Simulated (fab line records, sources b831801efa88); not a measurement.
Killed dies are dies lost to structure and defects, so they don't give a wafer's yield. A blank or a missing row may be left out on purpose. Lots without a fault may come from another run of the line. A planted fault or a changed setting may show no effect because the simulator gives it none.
Struck lot and sound lot, side by side    flow sky130    15 out of 708 route steps
Sound: the wafers L825.2, L825.3, L825.5. Wafers struck: L834.3, L834.4, L834.5. The cause is given at the end.
At each step with rows: each side's tool, then ch and its chambers, then its first start. Under that, the readings that differ: sound wafers    struck wafers    difference of the means    sigmas: that difference in standard deviations of wafers without a fault.
alike: a reading whose means differ by less than 2 such deviations, as well as words and numbers matching on both sides. not compared: withheld readings; readings where some wafer has no value; bounds like >300 that might hide an equal value; numbers whose values overlap and for which the record gives no deviation.
Wherever a step has rows on one side only, a row that says differs or no value, or a row with sigmas, the two part there. When numbers do not overlap yet have no deviation, they are printed without sigmas and do not part them. A reading missing from all wafers of one side parts the sides only when that side holds two or more wafers.

first, 1 step without rows for these wafers: SKY_PWDE_IMPLANT_08.
SKY_PWDE_STRIP_09: strips in O2/N2.
  sound on plasma asher-04 ch 0, day 4 12:34; struck on plasma asher-04 ch 0,1, day 6 16:58
  alike: drypump motor current A, oes product au, strip time to endpoint s
  not compared: rf hours counter h
SKY_PWDE_TW_MEAS_10:
  sound: film metro-04 at day 4 12:41; struck: film metro-04 at day 6 17:03
  alike: PWDE_TW
then, 7 steps without rows for these wafers: SKY_NWELL_DEHYDRATE_03 (time 60 s); SKY_NWELL_HMDS_04 (prime time 60 s); SKY_NWELL_COAT_05 (resist thk 3000 nm); SKY_NWELL_SOFTBAKE_06; SKY_NWELL_EXPOSE_07 (exposes mask NWM, target cd 840 nm); SKY_NWELL_PEB_08; SKY_NWELL_DEVELOP_09 (develop time 60 s).
SKY_NWELL_OVL_MEAS_10:
  sound: overlay-02 at day 5 05:14; struck: overlay-01 at day 7 12:25
reading            sound          struck       difference  sigmas
NWELL_00_OVL (nm)  -2.1 0.5 -1.8  1.0 0.5 5.2  +3.4        +2
following that, these wafers have no rows for 1 step: SKY_NWELL_IMPLANT_11.
SKY_NWELL_IMPLANT_12:
  sound on implanter-02 ch 0, day 5 05:27; struck on implanter-04 ch 0, day 7 12:39
reading                   sound                 struck                difference  sigmas
beam energy keV           120.04 120.00 120.03  141.08 141.06 141.11  +21.06      +99 or more
model.implant.rp nm (nm)  144.5 144.5 144.5     171 171 171           +26         
  alike: end station pressure torr
following that, these wafers have no rows for 1 step: SKY_NWELL_IMPLANT_13.
-- the record jumps here: 41 days lie between the struck wafers' starts before and after (it left off in module NWELL and takes up again in module PAD_OPEN, whose first step shown is number 708 of the route) --
SKY_PAD_OPEN_PROBE_99:
  sound: prober-02 at day 46 12:10; struck: prober-01 at day 48 19:43
reading                                    sound                    struck                   difference  sigmas
model.etest.pfet g5v0d10v5.r on ohm um     4877 4816 4881           4574 4617 4604           -260        
model.etest.pfet_01v8_lvt.drive ua um      175.8 176.4 171.9        183.6 183.6 183.6        +8.9        
model.etest.pfet g5v0d10v5.off log10 a um  -12.56 -12.51 -12.56     -11.53 -11.54 -11.38     +1.06       
model.etest.pfet_01v8_lvt.off log10 a um   -8.924 -9.171 -8.927     -8.03 -7.995 -8.01       +1.00       
model.etest.pfet g5v0d10v5.vt sat v (V)    -0.6396 -0.6128 -0.6585  -0.5422 -0.5423 -0.5371  +0.0964     
model.etest.pfet_16v.vt v (V)              -1.105 -1.107 -1.106     -1.009 -1.01 -1.005      +0.098      
model.etest.pfet g5v0d10v5.vt v (V)        -0.8357 -0.8046 -0.8502  -0.7586 -0.7527 -0.7562  +0.0743     
model.etest.pfet g5v0d10v5.vt long v (V)   -0.9312 -0.9339 -0.9298  -0.8549 -0.8525 -0.8496  +0.0793     
  alike: killed_at_M0_to_M3, killed_at_M4_up, killed at contacts, killed at front end, killed at other, killed dies, killed on rim, killed open, killed short

== WHERE THEY PART ==
Earliest at SKY_NWELL_OVL_MEAS_10; latest, in this record, at SKY_NWELL_IMPLANT_12. Later steps at which nothing parts them and some readings are alike: SKY_PAD_OPEN_PROBE_99.

WHY: the cause the simulator had injected
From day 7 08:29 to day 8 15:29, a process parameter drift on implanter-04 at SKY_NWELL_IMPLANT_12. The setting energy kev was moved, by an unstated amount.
